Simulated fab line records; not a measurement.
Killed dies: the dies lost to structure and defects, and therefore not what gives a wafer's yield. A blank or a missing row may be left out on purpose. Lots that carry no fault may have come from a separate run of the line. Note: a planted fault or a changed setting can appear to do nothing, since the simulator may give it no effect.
fab line records -- flow sky130
record: lots: 4, wafers: 12, last-day: 48
route steps=708 shown LI_CONTACT@370 LOCAL_INTERCONNECT@387 CONTACT@406 PAD_OPEN@708
lots with no fault: from the same line, run without faults
start-h: hours from the record's opening day to when the first of the lot's shown wafers began -- wait-h: how many hours have passed since the lot's step before this one -- " same as the row above -- L1.1+2: one row covering several wafers at once -- - no value, or no start given -- * or withheld: withheld -- < > ~ a bound
route shown NAME@n: a module of which the file shows steps, and the number in the route of the first -- usual: mean and standard deviation over wafers with no fault -- same: alike in all rows -- chamber/n: place in a boat -- sites: the reading at each site -- _std_site: the standard deviation of these -- _edge_site: outer sites' mean less inner sites' -- radius-mm: for every site, how far away it sits from the centre of the wafer -- mask NAME#n: copy n -- behind: the most recent tool/chamber to have shaped the wafer -- hold: reason for holding the lot/hours on hold/outcome of the hold -- device: transistor that didn't switch, given as n, p or np -- end of line: the route-end tests of the same wafers -- where a step has no rows: the recipe by itself -- killed: count of dies lost to structure and defects at first sort (not the wafer's yield) -- map: per-die view of a wafer (x killed, . not killed, _ where there is no die)
set.NAME: the setting the step ran with; set.NAME@STEP: the setting that earlier step ran with -- model.NAME: the simulator's own value behind a step, which no gauge read
lots at some steps of the route; a table a step, a row a wafer
services: from which hour (start-h, from the record's first day; less than 0 if before it) a tool's chamber was out of use, for how many hours, and why
== steps ==
step: SKY_LI_CONTACT_SOFTBAKE_08
recipe: temp-c: 100, time-s: 90, resist: KrF-thick
step: SKY_LI_CONTACT_EXPOSE_09
recipe: mask-id: LICM1, na: 0.8, source-shape: annular, sigma-inner: 0.55, sigma-outer: 0.85, target-cd-nm: 170, dose-mj: 38
step: SKY_LI_CONTACT_PEB_10
recipe: peb-temp-c: withheld, peb-time-s: withheld, resist: KrF-thick
step: SKY_LI_CONTACT_DEVELOP_11
recipe: develop-time-s: 60, resist: KrF-thick, dev-temp-c: 21
step: SKY_LI_CONTACT_ETCH_14
recipe: chemistry: N2/H2, target: BARC, ion-energy-ev: 200, source-w: 500, bias-w: 97.5, pressure-mtorr: 30, n2-flow-sccm: 100, h2-flow-sccm: 200, stop-on: SiO2, time-s: 45.9, target-depth-a: 600
step: SKY_LI_CONTACT_ETCH_15
recipe: target: PSG, chemistry: C4F8/O2/Ar, stop-on: Si, taper-deg: 4.15, mask-material: KrF-thick, source-w: 1500, bias-w: 1200, pressure-mtorr: 40, c4f8-flow-sccm: withheld, O2_flow_sccm: 6, Ar_flow_sccm: 300, time-s: withheld, target-depth-a: 6000
step: SKY_LI_CONTACT_STRIP_16
recipe: chemistry: O2/N2, power-w: 1400, pressure-mtorr: 1500, platen-temp-c: withheld, o2-flow-sccm: 3000, n2-flow-sccm: 300, overash-fraction: 0.5
step: SKY_LI_CONTACT_CLEAN_17
recipe: chemistry: NMP, time-s: 600, temp-c: 60, dry: n2-spin
step: SKY_LI_CONTACT_PRE_CLEAN_18
recipe: gas: Ar, time-s: 5.6, bias-v: 358
step: SKY_LI_CONTACT_SPUTTER_19
recipe: material: Ti, target-thk-nm: 20, chamber-pressure-pa: 5, power-w: 2500, substrate-temp-c: 200, time-s: 106.37
step: SKY_LI_CONTACT_SPUTTER_20
recipe: material: TiN, target-thk-nm: 20, chamber-pressure-pa: 5, power-w: 4000, time-s: 80
usual: throttle-valve-pct: 30.0/0.72
lot.wafer,tool,chamber,start-h,wait-h,throttle-valve-pct
L866.1,pvd-sputter-03,-,688.47,0.0,29.7
L866.2,pvd-sputter-03,-,688.47,0.0,28.7
L866.3,pvd-sputter-03,-,688.47,0.0,29.7
L870.1,pvd-sputter-01,-,741.43,0.0,31.5
L870.2,pvd-sputter-01,-,741.43,0.0,30.1
L870.4,pvd-sputter-01,-,741.43,0.0,30.5
L878.2,pvd-sputter-03,-,784.63,0.0,28.4
L878.4,pvd-sputter-03,-,784.63,0.0,29.7
L878.6,pvd-sputter-03,-,784.63,0.0,28.4
L879.1,pvd-sputter-03,-,794.64,0.0,29.3
L879.2,pvd-sputter-03,-,794.64,0.0,29.6
L879.6,pvd-sputter-03,-,794.64,0.0,29.5
step: SKY_LI_CONTACT_CVD_21
recipe: material: W, target-thk-nm: 400, time-s: 120.56, temp-c: 400, pressure-torr: 40
step: SKY_LI_CONTACT_CMP_24
recipe: stop-on: PSG, t-overpolish-s: 20, down-force-psi: 3.5, platen-rpm: 60, target-thk-nm: 0, pad-velocity-m-s: 0.94248
step: SKY_LOCAL_INTERCONNECT_SPUTTER_00
recipe: material: TiN, target-thk-nm: 100, temp-c: 300, power-w: 6500, time-s: 83.3, chamber-pressure-pa: 0.4
step: SKY_LOCAL_INTERCONNECT_DEHYDRATE_03
recipe: temp-c: 200, time-s: 60
step: SKY_LOCAL_INTERCONNECT_HMDS_04
recipe: prime-time-s: 60, prime-temp-c: 120
step: SKY_LOCAL_INTERCONNECT_COAT_05
recipe: resist: BARC, temp-c: withheld, time-s: withheld, spin-rpm: 3000, resist-thk-nm: 60
step: SKY_LOCAL_INTERCONNECT_COAT_06
recipe: resist: KrF-thick, spin-rpm: 3000, resist-thk-nm: 450
step: SKY_LOCAL_INTERCONNECT_SOFTBAKE_07
recipe: temp-c: 100, time-s: 90, resist: KrF-thick
step: SKY_LOCAL_INTERCONNECT_EXPOSE_08
recipe: mask-id: LI1M, na: 0.8, source-shape: annular, sigma-inner: 0.55, sigma-outer: 0.85, target-cd-nm: 170, dose-mj: 28
step: SKY_LOCAL_INTERCONNECT_PEB_09
recipe: peb-temp-c: withheld, peb-time-s: withheld, resist: KrF-thick
step: SKY_LOCAL_INTERCONNECT_DEVELOP_10
recipe: develop-time-s: 60, resist: KrF-thick, dev-temp-c: 21
step: SKY_LOCAL_INTERCONNECT_ETCH_13
recipe: chemistry: N2/H2, target: BARC, ion-energy-ev: 200, bias-w: 100, pressure-mtorr: 30, n2-flow-sccm: 100, h2-flow-sccm: 200, icp-w: 500, stop-on: SiO2, time-s: 45.9, target-depth-a: 600
step: SKY_LOCAL_INTERCONNECT_METAL_ETCH_14
recipe: target-depth-nm: 110, stop-on: PSG, chemistry: Cl2/BCl3, target: TiN, resist-sidewall-deg: 88, pressure-mtorr: 10, icp-w: 900, bias-w: 48.5, Cl2_flow_sccm: 60, bcl3-flow-sccm: 30, time-s: 31.4
step: SKY_LOCAL_INTERCONNECT_STRIP_15
recipe: chemistry: O2/N2, power-w: 1400, pressure-mtorr: 1500, platen-temp-c: withheld, o2-flow-sccm: 3000, n2-flow-sccm: 300, overash-fraction: 0.5
step: SKY_LOCAL_INTERCONNECT_STRIP_16
recipe: chemistry: post-etch-residue-remover, time-s: 1200, temp-c: 72.5
step: SKY_LOCAL_INTERCONNECT_CLEAN_17
recipe: chemistry: IPA, time-s: 180, temp-c: 25
step: SKY_LOCAL_INTERCONNECT_CLEAN_18
recipe: chemistry: O3/DIW, dry: n2-spin
step: SKY_CONTACT_CVD_00
recipe: material: Si3N4, target-thk-nm: 75, temp-c: 400, time-s: withheld, rf-w: 450
step: SKY_CONTACT_HDPCVD_02
recipe: material: SiO2, target-thk-nm: 565, sigma-open-frac: 0.3, time-s: 94.2, temp-c: 600, sih4-flow-sccm: 60, pressure-mtorr: 6
step: SKY_CONTACT_CMP_04
recipe: material: SiO2, down-force-psi: 4, platen-rpm: 60, pad-velocity-m-s: 0.94248
step: SKY_PAD_OPEN_PROBE_99
usual: killed_at_M0_to_M3: 43/6.4, killed_at_M4_up: 3.2/1.8, killed-at-contacts: 25/5.8, killed-at-front-end: 16/4.1, killed-at-other: 0.2/0.47, killed-dies: 88/9.9, killed-open: 47/7.3, killed-short: 40/7.1
same: gross-dies: 492, killed-at-back-side: 0
lot.wafer,tool,chamber,start-h,wait-h,killed_at_M0_to_M3,killed_at_M4_up,killed-at-contacts,killed-at-front-end,killed-at-other,killed-dies,killed-open,killed-short
L878.2,prober-01,-,1152.68,0.1,43,3,89,17,0,152,43,39
L878.4,prober-01,-,1152.78,0.2,45,4,65,10,0,124,42,43
L878.6,prober-01,-,1152.88,0.2,36,6,84,17,1,144,44,34
L879.1,prober-02,-,1156.46,0.1,46,3,72,14,0,135,52,38
L879.2,prober-02,-,1156.51,0.1,30,6,100,15,0,151,38,43
L879.6,prober-02,-,1156.71,0.2,43,3,87,14,1,148,38,45
killed by level:class
L878.2 LI_CONTACT:unspecified=69 VIA1:geometric-particle:open=8 CONTACT:geometric-particle:open=7 METAL2:geometric-particle:short=7 POLY_GATE:geometric-particle:short=6 LI_CONTACT:geometric-particle:open=6 VIA2:geometric-particle:open=6 CONTACT:geometric-particle:short=5
L878.4 LI_CONTACT:unspecified=39 VIA1:geometric-particle:open=11 VIA1:geometric-particle:short=9 LI_CONTACT:geometric-particle:open=8 VIA3:geometric-particle:open=8 CONTACT:geometric-particle:open=7 CONTACT:geometric-particle:short=7 VIA2:geometric-particle:open=5
L878.6 LI_CONTACT:unspecified=65 VIA1:geometric-particle:open=12 LI_CONTACT:geometric-particle:open=8 CONTACT:geometric-particle:open=8 FIELD_ISO:geometric-particle:short=6 VIA1:geometric-particle:short=5 METAL2:geometric-particle:short=5 FIELD_ISO:geometric-particle:open=4
L879.1 LI_CONTACT:unspecified=43 LI_CONTACT:geometric-particle:open=10 CONTACT:geometric-particle:open=9 VIA2:geometric-particle:open=8 METAL1:geometric-particle:short=6 VIA3:geometric-particle:open=6 VIA1:geometric-particle:open=5 VIA1:geometric-particle:short=5
L879.2 LI_CONTACT:unspecified=67 CONTACT:geometric-particle:open=10 VIA1:geometric-particle:open=9 LOCAL_INTERCONNECT:geometric-particle:short=7 CONTACT:geometric-particle:short=6 METAL4:geometric-particle:short=6 FIELD_ISO:geometric-particle:open=4 LI_CONTACT:geometric-particle:open=4
L879.6 LI_CONTACT:unspecified=65 VIA1:geometric-particle:open=10 CONTACT:geometric-particle:open=9 METAL2:geometric-particle:short=7 LOCAL_INTERCONNECT:geometric-particle:short=6 VIA1:geometric-particle:short=6 VIA2:geometric-particle:short=5 VIA2:geometric-particle:open=5
map L878.2 (x killed, . not)
__________.........x_________
________.......x....x._______
______x..x.........xx.xx_____
_____x.x...xxxx.x......x.____
____.x.x..x..x.........xx.___
___................x..x....__
__.......x..x.......xxxxxx.x_
_..x.....x........x.xxxxxxxx.
_x.xx....x........xxxxxxxxx..
_..xx...x..........xxxxxxxxx.
_..........x....xxxxxxxxxxxxx
_..x.......x...x..xxxxxxxxxx.
_......xx......x.xxxxxxxxxxxx
_.x.............x...xxxxxxx.x
_...x......x......xxxx....x..
__..x..x....x......x..x....._
___.x..xx..........x.....x.__
____.x.x.......x...x......___
_____..........xx..x....x____
______........x.......x._____
________............x._______
__________...x.x...._________
map L879.2 (x killed, . not)
__________.....x...._________
________..x.......x..._______
______.........x........_____
_____....x.xx.....x......____
____..xxx...........x.x...___
___...xx...x.x..x.x.x......__
__......x..xxxxx......x.xx.._
_.......x.xxxxxxx...x........
_.......xxxxxxxxxxxxx.x.x....
_......x.xxxxxxxxx.....x..x..
_.x....xxxxxxxxxx........xx..
_....x.x.xxxxxxxxx..x..x.....
_......x..xxxxxxxx...x.....x.
_.x...x.x.xxxxxxx..x........x
_.....x.x.x..xx.x....x.......
__xx.xx.......x..xx........x_
___.....xx..xx.............__
____.........x.......xxx.x___
_____..xxxx..........xx..____
______..x..........x...._____
________x........x...._______
__________......xxx._________
== services ==
tool,chamber,start-h,hours,kind
pvd-sputter-01,-,667.01,13.7,repair
pvd-sputter-01,1,699.59,-,consumable-replace:kit
pvd-sputter-01,1,699.59,18.0,scheduled-down
pvd-sputter-01,1,699.59,18.0,vent-cycle
pvd-sputter-01,-,778.43,4.8,repair
== key ==
first-sign: step: SKY_PAD_OPEN_PROBE_99, reading: killed-at-contacts, direction: up, sigmas: 10, usual: 25, struck: 83
effect: step: SKY_PAD_OPEN_PROBE_99, reading: killed-dies, direction: up, sigmas: 5.5, usual: 88, struck: 142
met-at SKY_LI_CONTACT_SPUTTER_20
struck-wafers L878.2,L878.4,L878.6,L879.1,L879.2,L879.6
tester-left-out L878,L879
onset-between 688.47 784.63
also-fits time
fault: kind: chamber-particle-source, tool: pvd-sputter-03, chamber: -, onset-h: 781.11, steps: SKY_LI_CONTACT_SPUTTER_20, rate-per-visit-cm2: 1.8185, end-h: 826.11
tester-left-out: of these lots the tester's yield and bins aren't shown, on N5 and GAA mostly nor the transistor test; their killed dies are dies lost to structure and defects alone, not to doping, threshold or leakage, so they don't give the yield
